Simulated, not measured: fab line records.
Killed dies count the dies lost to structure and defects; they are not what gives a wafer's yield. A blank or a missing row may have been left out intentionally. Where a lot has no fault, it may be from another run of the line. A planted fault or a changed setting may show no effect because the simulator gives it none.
Matching of chambers | flow gf180mcu | GF_V5_CVD_02 on pecvd-02 has 3 sister chambers
The step deposits SiO2 from TEOS, target thk 1450 nm, time 163.28 s. 6 wafers are shown with their chamber, then 7 later ones without.

WAFERS WITH THEIR CHAMBER
wafer  | chamber | heaterPowerW (W)
L505.5 | 0       | 573
L509.3 | 0       | 601
L514.4 | 2       | 544
L514.6 | 1       | 507
L517.1 | 2       | 676
L517.2 | 1       | 582

WAFERS WITHOUT THEIR CHAMBER
wafer  | heaterPowerW (W)
L517.3 | 703
L525.3 | 661
L525.4 | 544
L525.6 | 645
L526.1 | 631
L526.3 | 691
L526.4 | 547

CHAMBER TAKEN BY EACH
wafer  | from the rows above          | in truth
L517.3 | can't be placed: 2 or 0 or 1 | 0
L525.3 | can't be placed: 2 or 0 or 1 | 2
L525.4 | can't be placed: 1 or 0 or 2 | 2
L525.6 | can't be placed: 2 or 0 or 1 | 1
L526.1 | can't be placed: 2 or 0 or 1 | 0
L526.3 | can't be placed: 2 or 0 or 1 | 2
L526.4 | can't be placed: 1 or 0 or 2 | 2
Placed correctly: 0 of 7. These rows do not allow placing 7 (true chamber among the candidates in 7). Number placed wrongly: 0.
How it was worked out, from the rows above alone: a wafer's distance from a chamber is the root of the sum, over the readings, of the square of ((its reading less the chamber's mean) divided by the reading's scatter). The wafer belongs to the nearest chamber; if the next one is less than 2 further off, it can't be placed. The mean given for a chamber averages the wafers shown for that chamber. How the scatter is found: for the shown wafers, subtract from each reading the mean of its chamber, square and add these, divide the total by (wafers less chambers), then take the root.
